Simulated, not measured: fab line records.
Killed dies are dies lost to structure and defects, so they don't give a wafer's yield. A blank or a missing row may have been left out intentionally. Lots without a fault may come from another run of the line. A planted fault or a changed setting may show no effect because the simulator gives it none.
A lot that was struck, set against a sound lot    flow gf180mcu    15 out of 602 route steps
Sound: wafers L235.1, L235.2, L235.6. Struck: wafer L242.1 (left out: L242.3, L242.5 of the same lot, which were not struck); the cause appears at the end.
For every step that has rows: the tool of each side, followed by ch and its chambers, followed by its first start. Under that, the readings that differ: sound wafers    struck wafers    difference of the means    sigmas: that difference in standard deviations of wafers without a fault.
alike: readings whose means differ by less than 2 such deviations, and words and numbers that are the same on both sides. not compared: withheld readings, readings that some wafer has no value for, bounds like >300 that may hide the same value, and numbers for which the record gives no deviation and whose values overlap.
Wherever a step has rows on one side only, a row that says differs or no value, or a row with sigmas, the two part there. Non-overlapping numbers with no deviation appear without sigmas and do not part them. A reading that every wafer of one side lacks parts them only if that side has two wafers or more.

GF_V3_OVL_MEAS_15:
  sound: overlay-02 at day 23 11:25; struck: overlay-02 at day 26 05:03
  alike: V3_OVL
GF_V3_ETCH_16: etches BARC in N2/H2.
  sound on rie diel-03 ch 0,1,3, day 23 11:26; struck on rie diel-02 ch 1, day 26 05:05
  alike: bias w, drypump motor current A, oes product au, throttle valve pct
then, 4 steps without rows for these wafers: GF_V3_ETCH_17 (etches SiO2 in C4F8/O2/Ar, stops on TiN, target depth 635 nm); GF_V3_STRIP_18 (strips in O2/N2); GF_V3_STRIP_19 (strips in post etch residue remover, time 1200 s); GF_V3_CLEAN_20 (cleans in DIW).
GF_V3_SPUTTER_21: material Ti, target thk 15 nm, time 80.02 s.
  sound: pvd sputter-02 at day 23 12:06; struck: pvd sputter-04 at day 26 05:45
  alike: throttle valve pct
GF_V3_SPUTTER_22: material TiN, target thk 10 nm, time 40 s.
  sound: pvd sputter-02 at day 23 12:10; struck: pvd sputter-04 at day 26 05:49
  alike: throttle valve pct
GF_V3_CVD_23: deposits W, target thk 350 nm, time 104.9 s.
  sound on cvd w-01 ch 0,1, day 23 12:12; struck on cvd w-02 ch 0, day 26 05:51
  alike: chamber pressure Torr, heater power w
GF_V3_RS_MEAS_24: measures by four-point-probe.
  sound: film metro-02 at day 23 12:19; struck: film metro-04 at day 26 05:58
  alike: V3_W_RS
GF_V3_THK_MEAS_25: measures by xrf.
  sound: film metro-02 at day 23 12:26; struck: film metro-04 at day 26 06:05
reading        sound        struck  difference  sigmas
V3_W_THK (nm)  356 346 357  339     -14         -2
then, 1 step without rows for these wafers: GF_V3_CMP_26 (polishes, stops on SiO2, t overpolish 15 s, target thk 0 nm).
GF_M4_SPUTTER_00: material Ti, target thk 37.5 nm, time 150 s.
  sound: pvd sputter-03 at day 23 12:48; struck: pvd sputter-02 at day 26 06:26
reading                                sound              struck  difference  sigmas
model.Ti_of_M4_SPUTTER_00.thk nm (nm)  37.73 37.99 37.45  42.22   +4.50       
  alike: throttle valve pct
GF_M4_SPUTTER_01: material TiN, target thk 30 nm, time 25 s.
  sound: pvd sputter-03 at day 23 12:54; struck: pvd sputter-02 at day 26 06:32
  alike: throttle valve pct
GF_PASSIVATION_PROBE_99:
  the record has rows for the sound wafers here (prober-01, day 29 22:35) and none for the struck ones

WHERE THEY PART
First at GF_V3_THK_MEAS_25; last, within this record, at GF_PASSIVATION_PROBE_99.

WHY: what had been put in by the simulator
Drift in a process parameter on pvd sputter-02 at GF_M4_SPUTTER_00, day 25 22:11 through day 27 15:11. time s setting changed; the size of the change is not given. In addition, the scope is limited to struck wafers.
